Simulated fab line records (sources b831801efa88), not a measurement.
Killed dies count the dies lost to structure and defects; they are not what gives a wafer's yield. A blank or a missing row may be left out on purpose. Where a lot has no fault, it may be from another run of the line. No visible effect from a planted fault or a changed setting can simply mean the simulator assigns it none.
Struck lot and sound lot, side by side :: flow sky130 :: 37 steps out of a route of 708
Sound: these wafers, L495.2, L495.3, L495.5. Wafers struck: L499.1, L499.2, L499.3. The cause is named last.
Each step with rows lists, per side, the tool, then ch with its chambers, then its first start. Under that, the readings that differ: sound wafers :: struck wafers :: difference of the means :: sigmas: that difference in standard deviations of wafers without a fault.
alike: a reading whose means differ by less than 2 such deviations, as well as words and numbers matching on both sides. not compared: withheld readings; readings where some wafer has no value; bounds like >300 that might hide an equal value; numbers whose values overlap and for which the record gives no deviation.
A row with sigmas, a row that says differs or no value, or rows on one side alone: a step with any of these is where the two part. Non-overlapping numbers with no deviation appear without sigmas and do not part them. Lack of a reading on every wafer of one side parts them only where that side has two or more wafers.

first, 10 steps without rows for these wafers: SKY_DNWELL_DEVELOP_06 (develop time 60 s); SKY_DNWELL_IMPLANT_07; SKY_DNWELL_STRIP_08 (strips in O2/N2); SKY_PWDE_DEHYDRATE_00 (time 60 s); SKY_PWDE_HMDS_01 (prime time 60 s); SKY_PWDE_COAT_02 (resist thk 3000 nm); SKY_PWDE_SOFTBAKE_03; SKY_PWDE_EXPOSE_04 (exposes mask PWDEM, target cd 840 nm); SKY_PWDE_PEB_05; SKY_PWDE_DEVELOP_06 (develop time 60 s).
SKY_PWDE_IMPLANT_08:
  sound on implanter-01 ch 0, day 4 23:14; struck on implanter-03 ch 0, day 6 10:34
reading: implantIonAmu
sound: 11 11 11
struck: 49 49 49
difference: +38
sigmas: 

reading: model.implant.rpNm (nm)
sound: 448 448 448
struck: 105.5 105.5 105.5
difference: -342.5
sigmas: 

reading: model.implant.drpNm (nm)
sound: 97.97 97.97 97.97
struck: 46.43 46.43 46.43
difference: -51.54
sigmas: 
then, 1 step without rows for these wafers: SKY_PWDE_STRIP_09 (strips in O2/N2).
SKY_PWDE_TW_MEAS_10:
  struck on filmMetro-02, day 6 10:49; sound on filmMetro-04, day 4 23:28
reading: PWDE_TW
sound: 374.8 376.9 376.7
struck: 709.0 705.6 707.4
difference: +331.2
sigmas: +99 or more
then, 22 steps without rows for these wafers: SKY_NWELL_DEHYDRATE_03 (time 60 s); SKY_NWELL_HMDS_04 (prime time 60 s); SKY_NWELL_COAT_05 (resist thk 3000 nm); SKY_NWELL_SOFTBAKE_06; SKY_NWELL_EXPOSE_07 (exposes mask NWM, target cd 840 nm); SKY_NWELL_PEB_08; SKY_NWELL_DEVELOP_09 (develop time 60 s); SKY_NWELL_IMPLANT_11; SKY_NWELL_IMPLANT_12; SKY_NWELL_IMPLANT_13; SKY_NWELL_STRIP_14 (strips in O2/N2); SKY_NWELL_DEHYDRATE_16 (time 60 s); SKY_NWELL_HMDS_17 (prime time 60 s); SKY_NWELL_COAT_18 (resist thk 3000 nm); SKY_NWELL_SOFTBAKE_19; SKY_NWELL_EXPOSE_20 (exposes mask NWM COMPLEMENT, target cd 840 nm); SKY_NWELL_PEB_21; SKY_NWELL_DEVELOP_22 (develop time 60 s); SKY_NWELL_IMPLANT_24; SKY_NWELL_STRIP_25 (strips in O2/N2); SKY_NWELL_CLEAN_27 (cleans in SC1/SC2, time 150 s); SKY_NWELL_RTA_28 (time 30 s).
SKY_NWELL_RS_MEAS_31: measurement is done with a four-point probe.
  struck on filmMetro-02, day 8 02:43; sound on filmMetro-01, day 6 10:31
reading: PWDE_RS (ohm/sq)
sound: 5275 5290 5265
struck: 6116 6120 6111
difference: +839
sigmas: +44
-- the record jumps here: 40 days lie between the struck wafers' starts before and after (it left off in module NWELL and takes up again in module PAD_OPEN, whose first step shown is number 708 of the route) --
SKY_PAD_OPEN_PROBE_99:
  struck on prober-01, day 48 07:11; sound on prober-01, day 46 21:31
  alike: killed_at_M0_to_M3, killed_at_M4_up, killedAtContacts, killedAtFrontEnd, killedAtOther, killedDies, killedOpen, killedShort

## WHERE THEY PART
Last at SKY_NWELL_RS_MEAS_31 as far as this record goes, first at SKY_PWDE_TW_MEAS_10. Later steps at which nothing parts them and some readings are alike: SKY_PAD_OPEN_PROBE_99.

WHY: whatever the simulator had introduced
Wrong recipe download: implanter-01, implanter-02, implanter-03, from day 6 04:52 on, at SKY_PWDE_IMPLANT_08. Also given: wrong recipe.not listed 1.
